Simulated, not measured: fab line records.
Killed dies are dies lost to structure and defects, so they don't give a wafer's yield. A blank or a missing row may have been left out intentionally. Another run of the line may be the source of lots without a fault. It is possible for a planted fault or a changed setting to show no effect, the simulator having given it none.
fab line records / flow sfq-line
record: lots: 6 wafers: 18 last-day: 77
route steps=325 shown I1@73
lots untouched by any fault: they come from a run of this same line in which no faults occurred
start-h: the number of hours between the record's first day and the start of the first shown wafer of the lot / wait-h: time in hours since the lot's previous step / " repeats the value in the row above / L1.1+2: several wafers, shown together as one row / - no value, or no start was given / * or withheld: withheld / < > ~ a bound
route shown NAME@n: a module of which the file shows steps, and the number in the route of the first / usual: the fault-free wafers' mean and standard deviation / same: alike in all rows / chamber/n: place in a boat / sites: each site's reading / _std_site: standard deviation of those values / _edge_site: mean of outer sites minus mean of inner sites / radius-mm: for every site, how far away it sits from the centre of the wafer / mask NAME#n: copy n / behind: the last tool/chamber to shape the wafer / hold: the reason the lot was held/the length of the hold in hours/how it ended / device: which transistor (n, p or np) failed to switch / end of line: the route-end tests of the same wafers / a step given without rows: its recipe and nothing more / killed: dies lost to structure and defects at the first sort, not the wafer's yield / map: per-die view of a wafer (x killed, . not killed, _ where there is no die)
set.NAME: the setting as run; set.NAME@STEP: as run at that earlier step / model.NAME: the simulator's own value behind a step, which no gauge read
lots at some steps of the route; a table a step, a row a wafer
services: from which hour (start-h, from the record's first day; less than 0 if before it) a tool's chamber was out of use, for how many hours, and why
== steps ==
step: SFQ_TRILAYER_I1_DEP_PECVD_045
recipe: material: SiO2 temp-c: 150 time-s: 111.11 pressure-torr: 2.4 rf-w: 183.3 precursor: SiH4/N2O target-thk-nm: 500
usual: heater-power-w: 76/15 throttle-valve-pct: 24.9/1.4
lot.wafer=L632.1 tool=pecvd-01 chamber=0 start-h=301.18 wait-h=0.0 heater-power-w=74 throttle-valve-pct=25.3
lot.wafer=L632.3 tool=pecvd-01 chamber=2 start-h=301.18 wait-h=0.0 heater-power-w=92 throttle-valve-pct=23.4
lot.wafer=L632.5 tool=pecvd-01 chamber=2 start-h=301.18 wait-h=0.0 heater-power-w=91 throttle-valve-pct=23.6
lot.wafer=L637.1 tool=pecvd-02 chamber=2 start-h=327.40 wait-h=0.0 heater-power-w=91 throttle-valve-pct=25.9
lot.wafer=L637.4 tool=pecvd-02 chamber=1 start-h=327.40 wait-h=0.0 heater-power-w=53 throttle-valve-pct=27.1
lot.wafer=L637.6 tool=pecvd-02 chamber=2 start-h=327.40 wait-h=0.0 heater-power-w=95 throttle-valve-pct=25.8
lot.wafer=L645.2 tool=pecvd-04 chamber=2 start-h=398.20 wait-h=0.0 heater-power-w=77 throttle-valve-pct=22.8
lot.wafer=L645.3 tool=pecvd-04 chamber=0 start-h=398.20 wait-h=0.0 heater-power-w=66 throttle-valve-pct=22.9
lot.wafer=L645.4 tool=pecvd-04 chamber=0 start-h=398.20 wait-h=0.0 heater-power-w=67 throttle-valve-pct=22.7
lot.wafer=L648.1 tool=pecvd-01 chamber=1 start-h=415.75 wait-h=0.0 heater-power-w=80 throttle-valve-pct=25.9
lot.wafer=L648.2 tool=pecvd-01 chamber=2 start-h=415.75 wait-h=0.0 heater-power-w=79 throttle-valve-pct=23.9
lot.wafer=L648.4 tool=pecvd-01 chamber=2 start-h=415.75 wait-h=0.0 heater-power-w=82 throttle-valve-pct=23.7
lot.wafer=L652.2 tool=pecvd-02 chamber=1 start-h=435.95 wait-h=0.0 heater-power-w=48 throttle-valve-pct=26.8
lot.wafer=L652.3 tool=pecvd-02 chamber=2 start-h=435.95 wait-h=0.0 heater-power-w=109 throttle-valve-pct=25.8
lot.wafer=L652.6 tool=pecvd-02 chamber=2 start-h=435.95 wait-h=0.0 heater-power-w=90 throttle-valve-pct=25.8
lot.wafer=L654.1 tool=pecvd-02 chamber=0 start-h=446.85 wait-h=0.0 heater-power-w=65 throttle-valve-pct=26.0
lot.wafer=L654.3 tool=pecvd-02 chamber=0 start-h=446.85 wait-h=0.0 heater-power-w=66 throttle-valve-pct=26.1
lot.wafer=L654.4 tool=pecvd-02 chamber=1 start-h=446.85 wait-h=0.0 heater-power-w=54 throttle-valve-pct=27.2
step: SFQ_TRILAYER_I1_CMP_CMP_046
recipe: material: SiO2 down-force-psi: 3 platen-rpm: 60 pad-velocity-m-s: 0.94248
usual: motor-current-A: 9.7/0.59 time-to-endpoint-s: 215/10
lot.wafer=L632.1 tool=cmp-02 chamber=3 start-h=307.06 wait-h=5.8 motor-current-A=11.7 time-to-endpoint-s=226
lot.wafer=L632.3 tool=cmp-02 chamber=0 start-h=307.06 wait-h=5.8 motor-current-A=9.3 time-to-endpoint-s=223
lot.wafer=L632.5 tool=cmp-02 chamber=0 start-h=309.56 wait-h=8.3 motor-current-A=10.1 time-to-endpoint-s=230
lot.wafer=L637.1 tool=cmp-01 chamber=1 start-h=329.63 wait-h=2.2 motor-current-A=9.0 time-to-endpoint-s=208
lot.wafer=L637.4 tool=cmp-01 chamber=2 start-h=329.63 wait-h=2.2 motor-current-A=10.2 time-to-endpoint-s=219
lot.wafer=L637.6 tool=cmp-01 chamber=1 start-h=331.63 wait-h=4.2 motor-current-A=9.6 time-to-endpoint-s=217
lot.wafer=L645.2 tool=cmp-01 chamber=2 start-h=400.37 wait-h=2.1 motor-current-A=9.7 time-to-endpoint-s=220
lot.wafer=L645.3 tool=cmp-01 chamber=3 start-h=400.37 wait-h=2.1 motor-current-A=9.7 time-to-endpoint-s=201
lot.wafer=L645.4 tool=cmp-01 chamber=1 start-h=401.87 wait-h=3.6 motor-current-A=9.4 time-to-endpoint-s=206
lot.wafer=L648.2 tool=cmp-01 chamber=3 start-h=416.37 wait-h=0.6 motor-current-A=9.3 time-to-endpoint-s=198
lot.wafer=L648.4 tool=cmp-01 chamber=0 start-h=416.37 wait-h=0.6 motor-current-A=9.8 time-to-endpoint-s=207
lot.wafer=L648.1 tool=cmp-01 chamber=2 start-h=417.87 wait-h=2.1 motor-current-A=10.1 time-to-endpoint-s=215
lot.wafer=L652.3 tool=cmp-01 chamber=1 start-h=439.13 wait-h=3.1 motor-current-A=9.6 time-to-endpoint-s=207
lot.wafer=L652.2 tool=cmp-01 chamber=2 start-h=439.13 wait-h=3.1 motor-current-A=9.9 time-to-endpoint-s=209
lot.wafer=L652.6 tool=cmp-01 chamber=0 start-h=440.63 wait-h=4.6 motor-current-A=9.5 time-to-endpoint-s=229
lot.wafer=L654.3 tool=cmp-02 chamber=2 start-h=447.47 wait-h=0.5 motor-current-A=10.5 time-to-endpoint-s=239
lot.wafer=L654.1 tool=cmp-02 chamber=3 start-h=447.47 wait-h=0.5 motor-current-A=11.6 time-to-endpoint-s=220
lot.wafer=L654.4 tool=cmp-02 chamber=0 start-h=447.47 wait-h=0.5 motor-current-A=9.5 time-to-endpoint-s=230
step: SFQ_I1_BOW_MEAS_912
recipe: mode: bow
usual: I1_BOW: 0/7.5
lot.wafer=L632.1 tool=film-metro-02 chamber=- start-h=310.06 wait-h=2.5 I1_BOW[um]=10
lot.wafer=L632.3 tool=film-metro-02 chamber=- start-h=310.06 wait-h=2.5 I1_BOW[um]=10
lot.wafer=L632.5 tool=film-metro-02 chamber=- start-h=310.06 wait-h=2.5 I1_BOW[um]=4
lot.wafer=L637.1 tool=film-metro-04 chamber=- start-h=332.63 wait-h=2.5 I1_BOW[um]=6
lot.wafer=L637.4 tool=film-metro-04 chamber=- start-h=332.63 wait-h=2.5 I1_BOW[um]=6
lot.wafer=L637.6 tool=film-metro-04 chamber=- start-h=332.63 wait-h=2.5 I1_BOW[um]=1
lot.wafer=L645.2 tool=film-metro-03 chamber=- start-h=403.39 wait-h=2.5 I1_BOW[um]=2
lot.wafer=L645.3 tool=film-metro-03 chamber=- start-h=403.39 wait-h=2.5 I1_BOW[um]=12
lot.wafer=L645.4 tool=film-metro-03 chamber=- start-h=403.39 wait-h=2.5 I1_BOW[um]=-8
lot.wafer=L648.1 tool=film-metro-04 chamber=- start-h=419.37 wait-h=1.0 I1_BOW[um]=-1
lot.wafer=L648.2 tool=film-metro-04 chamber=- start-h=419.37 wait-h=1.0 I1_BOW[um]=-15
lot.wafer=L648.4 tool=film-metro-04 chamber=- start-h=419.37 wait-h=1.0 I1_BOW[um]=-12
lot.wafer=L652.2 tool=film-metro-03 chamber=- start-h=441.65 wait-h=1.5 I1_BOW[um]=4
lot.wafer=L652.3 tool=film-metro-03 chamber=- start-h=441.65 wait-h=1.5 I1_BOW[um]=8
lot.wafer=L652.6 tool=film-metro-03 chamber=- start-h=441.65 wait-h=1.5 I1_BOW[um]=-1
lot.wafer=L654.1 tool=film-metro-03 chamber=- start-h=449.97 wait-h=1.5 I1_BOW[um]=-5
lot.wafer=L654.3 tool=film-metro-03 chamber=- start-h=449.97 wait-h=1.5 I1_BOW[um]=9
lot.wafer=L654.4 tool=film-metro-03 chamber=- start-h=449.97 wait-h=1.5 I1_BOW[um]=-1
step: SFQ_TRILAYER_I1_METRO_MEASURE_047
usual: thk-nm: 200.2/1.3
lot.wafer=L632.1 tool=film-metro-02 chamber=- start-h=310.18 wait-h=0.1 thk-nm=199.5
lot.wafer=L632.3 tool=film-metro-02 chamber=- start-h=310.18 wait-h=0.1 thk-nm=199.6
lot.wafer=L632.5 tool=film-metro-02 chamber=- start-h=310.18 wait-h=0.1 thk-nm=201.0
lot.wafer=L637.1 tool=film-metro-04 chamber=- start-h=332.75 wait-h=0.1 thk-nm=199.1
lot.wafer=L637.4 tool=film-metro-04 chamber=- start-h=332.75 wait-h=0.1 thk-nm=201.8
lot.wafer=L637.6 tool=film-metro-04 chamber=- start-h=332.75 wait-h=0.1 thk-nm=199.2
lot.wafer=L645.2 tool=film-metro-03 chamber=- start-h=403.69 wait-h=0.3 thk-nm=201.1
lot.wafer=L645.3 tool=film-metro-03 chamber=- start-h=403.69 wait-h=0.3 thk-nm=198.2
lot.wafer=L645.4 tool=film-metro-03 chamber=- start-h=403.69 wait-h=0.3 thk-nm=199.3
lot.wafer=L648.1 tool=film-metro-04 chamber=- start-h=419.49 wait-h=0.1 thk-nm=200.8
lot.wafer=L648.2 tool=film-metro-04 chamber=- start-h=419.49 wait-h=0.1 thk-nm=198.8
lot.wafer=L648.4 tool=film-metro-04 chamber=- start-h=419.49 wait-h=0.1 thk-nm=201.0
lot.wafer=L652.2 tool=film-metro-03 chamber=- start-h=441.95 wait-h=0.3 thk-nm=200.9
lot.wafer=L652.3 tool=film-metro-03 chamber=- start-h=441.95 wait-h=0.3 thk-nm=199.0
lot.wafer=L652.6 tool=film-metro-03 chamber=- start-h=441.95 wait-h=0.3 thk-nm=201.2
lot.wafer=L654.1 tool=film-metro-03 chamber=- start-h=450.09 wait-h=0.1 thk-nm=200.4
lot.wafer=L654.3 tool=film-metro-03 chamber=- start-h=450.09 wait-h=0.1 thk-nm=201.6
lot.wafer=L654.4 tool=film-metro-03 chamber=- start-h=450.09 wait-h=0.1 thk-nm=201.2
step: SFQ_TRILAYER_I1_VIA_LITHO_COAT_054
recipe: resist: BARC spin-rpm: 3000 resist-thk-nm: 62
step: SFQ_TRILAYER_I1_VIA_LITHO_COAT_049
recipe: resist: KrF spin-rpm: 3000 resist-thk-nm: 650
step: SFQ_TRILAYER_I1_VIA_LITHO_SOFTBAKE_053
recipe: temp-c: withheld time-s: withheld resist: KrF
step: SFQ_TRILAYER_I1_VIA_LITHO_EXPOSE_050
recipe: mask-id: I1 na: 0.6 source-shape: conventional sigma-outer: 0.65 target-cd-nm: 500 dose-mj: 21.3
step: SFQ_TRILAYER_I1_VIA_LITHO_PEB_052
recipe: peb-temp-c: 115 peb-time-s: 60 resist: KrF
step: SFQ_TRILAYER_I1_VIA_LITHO_DEVELOP_051
recipe: time-s: 60 resist: KrF
step: SFQ_I1_OVL_MEAS_913
usual: I1_OVL: 0/5.8
lot.wafer=L632.1 tool=overlay-01 chamber=- start-h=409.33 wait-h=0.1 I1_OVL[nm]=5
lot.wafer=L632.3 tool=overlay-01 chamber=- start-h=409.33 wait-h=0.1 I1_OVL[nm]=11
lot.wafer=L632.5 tool=overlay-01 chamber=- start-h=409.33 wait-h=0.1 I1_OVL[nm]=1
lot.wafer=L637.1 tool=overlay-02 chamber=- start-h=438.13 wait-h=0.1 I1_OVL[nm]=-5
lot.wafer=L637.4 tool=overlay-02 chamber=- start-h=438.13 wait-h=0.1 I1_OVL[nm]=-15
lot.wafer=L637.6 tool=overlay-02 chamber=- start-h=438.13 wait-h=0.1 I1_OVL[nm]=-14
lot.wafer=L645.2 tool=overlay-02 chamber=- start-h=526.11 wait-h=0.1 I1_OVL[nm]=-12
lot.wafer=L645.3 tool=overlay-02 chamber=- start-h=526.11 wait-h=0.1 I1_OVL[nm]=1
lot.wafer=L645.4 tool=overlay-02 chamber=- start-h=526.11 wait-h=0.1 I1_OVL[nm]=-11
lot.wafer=L648.1 tool=overlay-01 chamber=- start-h=541.70 wait-h=0.1 I1_OVL[nm]=7
lot.wafer=L648.2 tool=overlay-01 chamber=- start-h=541.70 wait-h=0.1 I1_OVL[nm]=7
lot.wafer=L648.4 tool=overlay-01 chamber=- start-h=541.70 wait-h=0.1 I1_OVL[nm]=1
lot.wafer=L652.2 tool=overlay-01 chamber=- start-h=564.51 wait-h=0.1 I1_OVL[nm]=-7
lot.wafer=L652.3 tool=overlay-01 chamber=- start-h=564.51 wait-h=0.1 I1_OVL[nm]=-4
lot.wafer=L652.6 tool=overlay-01 chamber=- start-h=564.51 wait-h=0.1 I1_OVL[nm]=-4
lot.wafer=L654.1 tool=overlay-01 chamber=- start-h=575.30 wait-h=0.1 I1_OVL[nm]=-1
lot.wafer=L654.3 tool=overlay-01 chamber=- start-h=575.30 wait-h=0.1 I1_OVL[nm]=-10
lot.wafer=L654.4 tool=overlay-01 chamber=- start-h=575.30 wait-h=0.1 I1_OVL[nm]=0
step: SFQ_TRILAYER_I1_VIA_BARC_OPEN_VIA_ETCH_071
recipe: mask-material: PR chemistry: O2 target-depth-nm: 125 target: BARC source-w: 500 bias-w: 80 pressure-mtorr: 30 time-s: 41.7
usual: drypump-motor-current-A: 5.9/0.37 oes-product-au: 0.685/0.005 rf-fwd-power-W: 494.8/2.4
lot.wafer=L632.1 tool=rie-diel-02 chamber=2 start-h=409.36 wait-h=0.0 drypump-motor-current-A=6.1 oes-product-au=0.687 rf-fwd-power-W=493.1 rf-hours-counter-h=2
lot.wafer=L632.3 tool=rie-diel-02 chamber=1 start-h=409.36 wait-h=0.0 drypump-motor-current-A=6.1 oes-product-au=0.681 rf-fwd-power-W=498.6 rf-hours-counter-h=-
lot.wafer=L632.5 tool=rie-diel-02 chamber=1 start-h=409.36 wait-h=0.0 drypump-motor-current-A=6.1 oes-product-au=0.684 rf-fwd-power-W=496.7 rf-hours-counter-h=-
lot.wafer=L637.1 tool=rie-diel-03 chamber=0 start-h=438.16 wait-h=0.0 drypump-motor-current-A=6.0 oes-product-au=0.683 rf-fwd-power-W=489.1 rf-hours-counter-h=1
lot.wafer=L637.4 tool=rie-diel-03 chamber=0 start-h=438.16 wait-h=0.0 drypump-motor-current-A=6.0 oes-product-au=0.677 rf-fwd-power-W=491.0 rf-hours-counter-h=-
lot.wafer=L637.6 tool=rie-diel-03 chamber=1 start-h=438.16 wait-h=0.0 drypump-motor-current-A=6.1 oes-product-au=0.683 rf-fwd-power-W=496.9 rf-hours-counter-h=-
lot.wafer=L645.2 tool=rie-diel-02 chamber=3 start-h=526.14 wait-h=0.0 drypump-motor-current-A=5.8 oes-product-au=0.685 rf-fwd-power-W=492.1 rf-hours-counter-h=3
lot.wafer=L645.3 tool=rie-diel-02 chamber=1 start-h=526.14 wait-h=0.0 drypump-motor-current-A=6.1 oes-product-au=0.676 rf-fwd-power-W=495.9 rf-hours-counter-h=5
lot.wafer=L645.4 tool=rie-diel-02 chamber=0 start-h=526.14 wait-h=0.0 drypump-motor-current-A=6.0 oes-product-au=0.679 rf-fwd-power-W=490.2 rf-hours-counter-h=37
lot.wafer=L648.1 tool=rie-diel-02 chamber=2 start-h=541.74 wait-h=0.0 drypump-motor-current-A=6.1 oes-product-au=0.687 rf-fwd-power-W=493.1 rf-hours-counter-h=4
lot.wafer=L648.2 tool=rie-diel-02 chamber=0 start-h=541.74 wait-h=0.0 drypump-motor-current-A=6.0 oes-product-au=0.687 rf-fwd-power-W=492.7 rf-hours-counter-h=37
lot.wafer=L648.4 tool=rie-diel-02 chamber=1 start-h=541.74 wait-h=0.0 drypump-motor-current-A=6.1 oes-product-au=0.695 rf-fwd-power-W=497.7 rf-hours-counter-h=6
lot.wafer=L652.2 tool=rie-diel-03 chamber=2 start-h=564.54 wait-h=0.0 drypump-motor-current-A=5.9 oes-product-au=0.684 rf-fwd-power-W=496.5 rf-hours-counter-h=4
lot.wafer=L652.3 tool=rie-diel-03 chamber=1 start-h=564.54 wait-h=0.0 drypump-motor-current-A=6.1 oes-product-au=0.691 rf-fwd-power-W=494.8 rf-hours-counter-h=54
lot.wafer=L652.6 tool=rie-diel-03 chamber=3 start-h=564.54 wait-h=0.0 drypump-motor-current-A=5.2 oes-product-au=0.689 rf-fwd-power-W=495.5 rf-hours-counter-h=-
lot.wafer=L654.1 tool=rie-diel-01 chamber=2 start-h=575.34 wait-h=0.0 drypump-motor-current-A=6.1 oes-product-au=0.688 rf-fwd-power-W=495.5 rf-hours-counter-h=2
lot.wafer=L654.3 tool=rie-diel-01 chamber=0 start-h=575.34 wait-h=0.0 drypump-motor-current-A=4.8 oes-product-au=0.685 rf-fwd-power-W=495.7 rf-hours-counter-h=4
lot.wafer=L654.4 tool=rie-diel-01 chamber=1 start-h=575.34 wait-h=0.0 drypump-motor-current-A=5.8 oes-product-au=0.688 rf-fwd-power-W=496.5 rf-hours-counter-h=62
step: SFQ_TRILAYER_I1_VIA_ETCH_VIA_ETCH_052
recipe: target: SiO2 stop-on: Nb mask-material: PR taper-deg: 20 chemistry: CHF3 target-depth-nm: 260 source-w: 500 bias-w: 80 pressure-mtorr: 30 time-s: withheld
usual: drypump-motor-current-A: 5.9/0.37 oes-product-au: 0.855/0.0052 rf-fwd-power-W: 498.2/1.7
lot.wafer=L632.1 tool=rie-diel-02 chamber=2 start-h=409.42 wait-h=0.0 drypump-motor-current-A=6.1 oes-product-au=0.853 rf-fwd-power-W=500.1
lot.wafer=L632.3 tool=rie-diel-02 chamber=1 start-h=409.42 wait-h=0.0 drypump-motor-current-A=6.1 oes-product-au=0.851 rf-fwd-power-W=500.4
lot.wafer=L632.5 tool=rie-diel-02 chamber=1 start-h=409.42 wait-h=0.0 drypump-motor-current-A=6.1 oes-product-au=0.856 rf-fwd-power-W=498.8
lot.wafer=L637.1 tool=rie-diel-03 chamber=0 start-h=438.20 wait-h=0.0 drypump-motor-current-A=5.9 oes-product-au=0.848 rf-fwd-power-W=495.2
lot.wafer=L637.4 tool=rie-diel-03 chamber=0 start-h=438.20 wait-h=0.0 drypump-motor-current-A=6.0 oes-product-au=0.861 rf-fwd-power-W=496.7
lot.wafer=L637.6 tool=rie-diel-03 chamber=1 start-h=438.20 wait-h=0.0 drypump-motor-current-A=6.1 oes-product-au=0.848 rf-fwd-power-W=497.1
lot.wafer=L645.2 tool=rie-diel-02 chamber=3 start-h=526.18 wait-h=0.0 drypump-motor-current-A=5.8 oes-product-au=0.865 rf-fwd-power-W=415.8
lot.wafer=L645.3 tool=rie-diel-02 chamber=1 start-h=526.18 wait-h=0.0 drypump-motor-current-A=6.1 oes-product-au=0.855 rf-fwd-power-W=415.6
lot.wafer=L645.4 tool=rie-diel-02 chamber=0 start-h=526.18 wait-h=0.0 drypump-motor-current-A=6.0 oes-product-au=0.856 rf-fwd-power-W=416.8
lot.wafer=L648.1 tool=rie-diel-02 chamber=2 start-h=541.78 wait-h=0.0 drypump-motor-current-A=6.1 oes-product-au=0.856 rf-fwd-power-W=416.2
lot.wafer=L648.2 tool=rie-diel-02 chamber=0 start-h=541.78 wait-h=0.0 drypump-motor-current-A=6.0 oes-product-au=0.853 rf-fwd-power-W=418.0
lot.wafer=L648.4 tool=rie-diel-02 chamber=1 start-h=541.78 wait-h=0.0 drypump-motor-current-A=6.1 oes-product-au=0.852 rf-fwd-power-W=419.9
lot.wafer=L652.2 tool=rie-diel-03 chamber=2 start-h=564.58 wait-h=0.0 drypump-motor-current-A=5.9 oes-product-au=0.854 rf-fwd-power-W=499.0
lot.wafer=L652.3 tool=rie-diel-03 chamber=1 start-h=564.58 wait-h=0.0 drypump-motor-current-A=6.1 oes-product-au=0.849 rf-fwd-power-W=496.5
lot.wafer=L652.6 tool=rie-diel-03 chamber=3 start-h=564.58 wait-h=0.0 drypump-motor-current-A=5.2 oes-product-au=0.855 rf-fwd-power-W=499.8
lot.wafer=L654.1 tool=rie-diel-01 chamber=2 start-h=575.38 wait-h=0.0 drypump-motor-current-A=6.1 oes-product-au=0.858 rf-fwd-power-W=498.1
lot.wafer=L654.3 tool=rie-diel-01 chamber=0 start-h=575.38 wait-h=0.0 drypump-motor-current-A=4.8 oes-product-au=0.864 rf-fwd-power-W=502.2
lot.wafer=L654.4 tool=rie-diel-01 chamber=1 start-h=575.38 wait-h=0.0 drypump-motor-current-A=5.9 oes-product-au=0.859 rf-fwd-power-W=498.7
step: SFQ_TRILAYER_I1_VIA_STRIP_STRIP_053
recipe: gas: O2 power-w: 200 platen-temp-c: 40 overash-fraction: 0.65 chemistry: O2 pressure-mtorr: 50
usual: drypump-motor-current-A: 5.5/0.41 oes-product-au: 1.003/0.011
lot.wafer=L632.1 tool=rie-metal-04 chamber=0 start-h=409.59 wait-h=- drypump-motor-current-A=6.0 oes-product-au=1.010 rf-hours-counter-h=179
lot.wafer=L632.3 tool=rie-metal-04 chamber=1 start-h=409.59 wait-h=- drypump-motor-current-A=5.8 oes-product-au=0.998 rf-hours-counter-h=-
lot.wafer=L632.5 tool=rie-metal-04 chamber=0 start-h=409.59 wait-h=- drypump-motor-current-A=6.0 oes-product-au=1.010 rf-hours-counter-h=-
lot.wafer=L637.1 tool=rie-metal-04 chamber=0 start-h=438.32 wait-h=- drypump-motor-current-A=6.0 oes-product-au=1.001 rf-hours-counter-h=184
lot.wafer=L637.4 tool=rie-metal-04 chamber=1 start-h=438.32 wait-h=- drypump-motor-current-A=5.8 oes-product-au=0.992 rf-hours-counter-h=-
lot.wafer=L637.6 tool=rie-metal-04 chamber=0 start-h=438.32 wait-h=- drypump-motor-current-A=6.0 oes-product-au=1.005 rf-hours-counter-h=-
lot.wafer=L645.2 tool=rie-metal-01 chamber=0 start-h=526.29 wait-h=- drypump-motor-current-A=5.0 oes-product-au=1.000 rf-hours-counter-h=81
lot.wafer=L645.3 tool=rie-metal-01 chamber=0 start-h=526.29 wait-h=- drypump-motor-current-A=5.0 oes-product-au=1.004 rf-hours-counter-h=-
lot.wafer=L645.4 tool=rie-metal-01 chamber=1 start-h=526.29 wait-h=- drypump-motor-current-A=5.8 oes-product-au=0.983 rf-hours-counter-h=-
lot.wafer=L648.1 tool=rie-metal-03 chamber=0 start-h=541.89 wait-h=- drypump-motor-current-A=5.1 oes-product-au=1.016 rf-hours-counter-h=11
lot.wafer=L648.2 tool=rie-metal-03 chamber=1 start-h=541.89 wait-h=- drypump-motor-current-A=5.3 oes-product-au=1.015 rf-hours-counter-h=0
lot.wafer=L648.4 tool=rie-metal-03 chamber=0 start-h=541.89 wait-h=- drypump-motor-current-A=5.1 oes-product-au=1.011 rf-hours-counter-h=-
lot.wafer=L652.2 tool=rie-metal-03 chamber=0 start-h=564.69 wait-h=- drypump-motor-current-A=5.1 oes-product-au=0.998 rf-hours-counter-h=15
lot.wafer=L652.3 tool=rie-metal-03 chamber=0 start-h=564.69 wait-h=- drypump-motor-current-A=5.1 oes-product-au=1.008 rf-hours-counter-h=-
lot.wafer=L652.6 tool=rie-metal-03 chamber=0 start-h=564.69 wait-h=- drypump-motor-current-A=5.1 oes-product-au=0.987 rf-hours-counter-h=-
lot.wafer=L654.1 tool=rie-metal-01 chamber=1 start-h=575.49 wait-h=- drypump-motor-current-A=5.8 oes-product-au=1.012 rf-hours-counter-h=78
lot.wafer=L654.3 tool=rie-metal-01 chamber=0 start-h=575.49 wait-h=- drypump-motor-current-A=5.0 oes-product-au=1.014 rf-hours-counter-h=-
lot.wafer=L654.4 tool=rie-metal-01 chamber=1 start-h=575.49 wait-h=- drypump-motor-current-A=5.8 oes-product-au=0.999 rf-hours-counter-h=-
== services ==
tool=rie-diel-02 chamber=2 start-h=278.05 hours=6.3 kind=repair
tool=film-metro-03 chamber=- start-h=307.91 hours=0.6 kind=pm
tool=pecvd-02 chamber=- start-h=315.29 hours=3.0 kind=repair
tool=rie-diel-03 chamber=3 start-h=358.23 hours=7.3 kind=repair
tool=film-metro-03 chamber=- start-h=359.93 hours=0.6 kind=pm
tool=film-metro-03 chamber=- start-h=368.37 hours=0.1 kind=pm
tool=rie-diel-03 chamber=- start-h=369.55 hours=28.1 kind=pm
tool=cmp-01 chamber=- start-h=397.16 hours=3.2 kind=repair
tool=rie-diel-02 chamber=0 start-h=406.87 hours=3.5 kind=repair
tool=rie-diel-02 chamber=3 start-h=409.13 hours=2.0 kind=repair
tool=cmp-01 chamber=- start-h=409.37 hours=4.0 kind=pm
tool=rie-diel-03 chamber=- start-h=418.07 hours=2.6 kind=repair
tool=rie-diel-03 chamber=3 start-h=420.00 hours=34.7 kind=repair
tool=pecvd-02 chamber=2 start-h=436.13 hours=11.4 kind=repair
tool=film-metro-03 chamber=- start-h=451.65 hours=0.9 kind=pm
tool=rie-diel-02 chamber=2 start-h=456.65 hours=11.6 kind=repair
tool=rie-diel-02 chamber=1 start-h=458.37 hours=1.5 kind=repair
tool=rie-diel-02 chamber=- start-h=463.12 hours=15.6 kind=pm
tool=cmp-01 chamber=- start-h=504.96 hours=0.8 kind=repair
tool=rie-diel-02 chamber=0 start-h=511.63 hours=6.7 kind=repair
tool=pecvd-02 chamber=- start-h=519.55 hours=5.5 kind=pm
tool=pecvd-02 chamber=2 start-h=529.87 hours=5.3 kind=repair
tool=pecvd-02 chamber=2 start-h=551.86 hours=4.4 kind=repair
tool=film-metro-03 chamber=- start-h=552.91 hours=0.9 kind=pm
== key ==
first-sign: step: SFQ_TRILAYER_I1_VIA_ETCH_VIA_ETCH_052 reading: rf-fwd-power-W direction: down sigmas: 48 usual: 498.2 struck: 417.1
effect none on later readings
met-at SFQ_TRILAYER_I1_VIA_ETCH_VIA_ETCH_052
struck-wafers L645.2,L645.3,L645.4,L648.1,L648.2,L648.4
onset-between 409.42 526.18
fault: kind: process-parameter-drift tool: rie-diel-02 chamber: - onset-h: 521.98 steps: SFQ_TRILAYER_I1_VIA_ETCH_VIA_ETCH_052 channel: source-w offset: -80 shape: step end-h: 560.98 acts-in: these-recipes-only stated: 500
